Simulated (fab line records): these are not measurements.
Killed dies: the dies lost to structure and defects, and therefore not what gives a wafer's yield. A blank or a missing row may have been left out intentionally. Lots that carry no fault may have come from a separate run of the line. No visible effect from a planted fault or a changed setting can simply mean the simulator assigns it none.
What tool caused it? ; flow gf180mcu ; 14 lots, 42 wafers sampled, at 4 steps of a route of 602

WHAT THE GAUGES SHOWED, per wafer
The record holds no reading of a measuring or inspecting step that can be judged against a usual standard deviation.

WHICH TOOL RAN EACH LOT (tool, then ch and the chambers of the sampled wafers, then the start)
lot;GF_V1_ETCH_17;GF_V1_SPUTTER_21;GF_V1_CMP_26;GF_M2_SPUTTER_01
L607;rie-diel-01 ch 0,2,3, day 17 20:37 or earlier;pvd-sputter-01, day 17 20:37;cmp-01 ch 0,1, day 17 21:04;pvd-sputter-03, day 17 21:25
L609;rie-diel-02 ch 0,2, day 18 12:34 or earlier;pvd-sputter-04, day 18 12:34;cmp-02 ch 0,1,3, day 18 13:06;pvd-sputter-01, day 18 13:21
L611;rie-diel-02 ch 0,2,3, day 19 17:35 or earlier;pvd-sputter-04, day 19 17:35;cmp-02 ch 0,1,3, day 19 17:59;pvd-sputter-03, day 19 18:23
L610;rie-diel-03 ch 0,3, day 19 23:35 or earlier;pvd-sputter-02, day 19 23:35;cmp-02 ch 0,1,3, day 20 00:08;pvd-sputter-03, day 20 00:23
L613;rie-diel-02 ch 0,1,2, day 21 04:01 or earlier;pvd-sputter-04, day 21 04:01;cmp-02 ch 0,1,3, day 21 04:25;pvd-sputter-01, day 21 04:49
L614;rie-diel-01 ch 1,2, day 21 17:50 or earlier;pvd-sputter-02, day 21 17:50;cmp-02 ch 0,2,3, day 21 18:16;pvd-sputter-03, day 21 18:37
L616;rie-diel-01 ch 0,2, day 22 09:01 or earlier;pvd-sputter-02, day 22 09:01;cmp-01 ch 0,1,2, day 22 09:28;pvd-sputter-03, day 22 09:49
L617;rie-diel-03 ch 0,1,3, day 22 13:10 or earlier;pvd-sputter-01, day 22 13:10;cmp-01 ch 1,3, day 22 13:37;pvd-sputter-01, day 22 13:58
L618;rie-diel-01 ch 0,2,3, day 22 15:46 or earlier;pvd-sputter-02, day 22 15:46;cmp-01 ch 1,2, day 22 16:10;pvd-sputter-04, day 22 16:34
L621;rie-diel-01 ch 2,3, day 23 11:14 or earlier;pvd-sputter-01, day 23 11:14;cmp-02 ch 0,1,3, day 23 11:41;pvd-sputter-01, day 23 12:02
L625;rie-diel-03 ch 0,1,2, day 24 17:51 or earlier;pvd-sputter-02, day 24 17:51;cmp-01 ch 1,2,3, day 24 18:14;pvd-sputter-04, day 24 18:38
L626;rie-diel-03 ch 0,1,2, day 25 01:40 or earlier;pvd-sputter-01, day 25 01:40;cmp-02 ch 0,1,2, day 25 02:11;pvd-sputter-04, day 25 02:27
L627;rie-diel-01 ch 1,3, day 25 10:33 or earlier;pvd-sputter-04, day 25 10:33;cmp-02 ch 0,1, day 25 11:00;pvd-sputter-03, day 25 11:22
L628;rie-diel-03 ch 0,1,2, day 25 11:34 or earlier;pvd-sputter-04, day 25 11:34;cmp-01 ch 0,3, day 25 11:57;pvd-sputter-03, day 25 12:21
- GF_V1_ETCH_17: etches SiO2 in C4F8/O2/Ar, stops on TiN, target depth 630 nm.
- GF_V1_SPUTTER_21: material Ti, target thk 15 nm, time 80.02 s.
- GF_V1_CMP_26: polishes, stops on SiO2, t overpolish 15 s, target thk 0 nm.
- GF_M2_SPUTTER_01: material TiN, target thk 30 nm, time 25 s.

AS READ BY THE TOOLS THEMSELVES (means over the sampled wafers that have a number; for cases with no such wafer, the mark the record gives instead)
GF_V1_ETCH_17.
lot;tool;chamber-pressure-mTorr (mTorr);oes-product-au (a.u.);rf-fwd-power-W (W)
L607;rie-diel-01;40.02;0.860;1489
L609;rie-diel-02;39.98;0.852;1490
L611;rie-diel-02;39.99;0.855;1492
L610;rie-diel-03;39.99;0.857;1495
L613;rie-diel-02;40.00;0.854;1494
L614;rie-diel-01;39.99;0.853;1494
L616;rie-diel-01;40.01;0.854;1492
L617;rie-diel-03;39.99;0.856;1498
L618;rie-diel-01;40.02;0.856;1494
L621;rie-diel-01;39.99;0.855;1492
L625;rie-diel-03;39.96;0.856;1493
L626;rie-diel-03;40.00;0.853;1490
L627;rie-diel-01;40.00;0.850;1492
L628;rie-diel-03;40.00;0.856;1493

GF_V1_SPUTTER_21.
lot;tool;cathode-dc-power-W (W);throttle-valve-pct (%)
L607;pvd-sputter-01;2500.1;31.0
L609;pvd-sputter-04;2499.9;29.9
L611;pvd-sputter-04;2500.3;29.8
L610;pvd-sputter-02;2499.6;30.1
L613;pvd-sputter-04;2499.9;29.3
L614;pvd-sputter-02;2499.9;29.9
L616;pvd-sputter-02;2500.2;29.8
L617;pvd-sputter-01;2500.0;30.9
L618;pvd-sputter-02;2499.7;29.6
L621;pvd-sputter-01;2500.0;30.5
L625;pvd-sputter-02;2500.1;29.6
L626;pvd-sputter-01;2500.1;30.5
L627;pvd-sputter-04;2499.9;29.0
L628;pvd-sputter-04;2499.9;29.9

GF_V1_CMP_26.
lot;tool;motor-current-A (A);overpolish-run-s (s);platen-rpm (rpm);time-to-endpoint-s (s)
L607;cmp-01;11.3;15.010;59.99;86
L609;cmp-02;11.4;15.004;60.03;90
L611;cmp-02;11.8;14.998;60.04;86
L610;cmp-02;11.5;15.001;59.98;85
L613;cmp-02;12.0;14.995;60.00;89
L614;cmp-02;10.9;14.996;59.96;87
L616;cmp-01;11.1;15.001;60.03;82
L617;cmp-01;10.7;14.995;60.02;85
L618;cmp-01;10.1;14.991;60.00;83
L621;cmp-02;11.6;15.005;59.95;86
L625;cmp-01;10.4;14.996;59.97;83
L626;cmp-02;11.5;10.019;59.99;105
L627;cmp-02;11.1;5.026;60.02;116
L628;cmp-01;11.3;14.997;59.98;85

GF_M2_SPUTTER_01.
lot;tool;cathode-dc-power-W (W);throttle-valve-pct (%)
L607;pvd-sputter-03;6499.8;30.1
L609;pvd-sputter-01;6499.3;31.0
L611;pvd-sputter-03;6499.4;30.0
L610;pvd-sputter-03;6499.2;30.0
L613;pvd-sputter-01;6499.6;30.9
L614;pvd-sputter-03;6499.3;29.8
L616;pvd-sputter-03;6499.1;30.2
L617;pvd-sputter-01;6499.8;30.4
L618;pvd-sputter-04;6500.8;29.6
L621;pvd-sputter-01;6500.7;31.0
L625;pvd-sputter-04;6499.7;28.9
L626;pvd-sputter-04;6500.0;30.3
L627;pvd-sputter-03;6501.4;31.4
L628;pvd-sputter-03;6499.6;30.1

THE ANSWER, worked out from the rows above alone
Rule: the usual values come from the lots themselves. Put in order of their means at a reading, lots are off if they are a third of the lots or fewer, leave a main group of 4 or more, and stand apart from it by a gap of 3 or more times the standard deviation of the main group's means; of several such gaps the widest counts. A main group whose means are all the same, to the digits that the tables above print for the reading, isn't used. A lot without any number at a reading at which 4 lots or more have one is off too. The other lots that the step has rows for count as sound. The gauges are gone through in route order, then the tools' own readings, and for those a lot's mean is taken as printed above. The first step at which some lot is off is used, and at that step the reading that is off furthest; a lot without a number counts as furthest.
Off at GF_V1_CMP_26 (overpolish-run-s): L626, L627. The main group: mean 14.999 s, standard deviation 0.0051.
If a tool, at that step or one of the process steps before it, ran each lot that is off and ran no sound lot following the first of them, it fits. With no start given for some of its lots, GF_V1_ETCH_17 uses the hours and lot order of GF_V1_SPUTTER_21. One fits: GF_V1_CMP_26 on cmp-02. Its last sound lot is L621 (day 23 11:41), its first lot that is off L626 (day 25 02:11): a fault that began between those two fits.
The tool's own readings at GF_V1_CMP_26 bear it out: on the lots that are off they differ by more than 5 times the standard deviation of the sound lots' means. overpolish-run-s reads 7.522 s there against 14.999 s on the sound lots; time-to-endpoint-s reads 110 s there against 86 s on the sound lots.

WHAT THE SIMULATOR HAD INSERTED
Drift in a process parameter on cmp-02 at GF_V1_CMP_26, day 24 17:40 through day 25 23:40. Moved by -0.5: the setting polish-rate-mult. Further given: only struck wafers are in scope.
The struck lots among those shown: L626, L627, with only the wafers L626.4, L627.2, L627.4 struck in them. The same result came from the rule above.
